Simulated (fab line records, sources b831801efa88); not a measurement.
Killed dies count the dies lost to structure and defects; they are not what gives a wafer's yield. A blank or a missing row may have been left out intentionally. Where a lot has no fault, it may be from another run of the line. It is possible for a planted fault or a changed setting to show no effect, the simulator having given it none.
Chamber matching	flow sfqLine	4 sister chambers for SFQ_TRILAYER_I1_VIA_BARC_OPEN_VIA_ETCH_071 on rieDiel-04
The step etches BARC in O2, target depth 125 nm, time 41.7 s. 8 wafers are shown with their chamber, then 9 later ones without.

== EACH WAFER AND ITS CHAMBER ==
wafer	chamber	drypumpMotorCurrentA (A)	oesProductAu (a.u.)
L556.5	3	6.1	0.681
L562.2	1	4.7	0.690
L562.3	0	5.7	0.682
L562.5	0	5.7	0.684
L564.2	1	4.7	0.685
L567.1	2	6.5	0.686
L567.2	3	6.1	0.678
L567.5	2	6.6	0.677

== WAFERS WITH NO CHAMBER GIVEN ==
wafer	drypumpMotorCurrentA (A)	oesProductAu (a.u.)
L570.1	6.6	0.688
L570.4	6.1	0.689
L570.6	5.7	0.684
L573.2	6.5	0.690
L573.4	5.7	0.688
L573.6	4.7	0.692
L575.1	6.1	0.679
L575.5	5.7	0.684
L575.6	6.6	0.693

== WHICH CHAMBER EACH ONE RAN IN ==
wafer	from the rows above	in truth
L570.1	2	2
L570.4	3	3
L570.6	0	0
L573.2	2	2
L573.4	0	0
L573.6	1	1
L575.1	3	3
L575.5	0	0
L575.6	2	2
9 of 9 placed correctly. Left unplaced by these rows: 0. Number placed wrongly: 0.
How it was worked out, from the rows above alone: a wafer's distance from a chamber is the root of the sum, over the readings, of the square of ((its reading less the chamber's mean) divided by the reading's scatter). The wafer belongs to the nearest chamber; if the next one is less than 2 further off, it can't be placed. Each chamber's mean is taken over the wafers shown for it. The scatter: take each reading less its chamber's mean, square it, sum over the shown wafers, divide by the number of wafers less the number of chambers, and take the root.
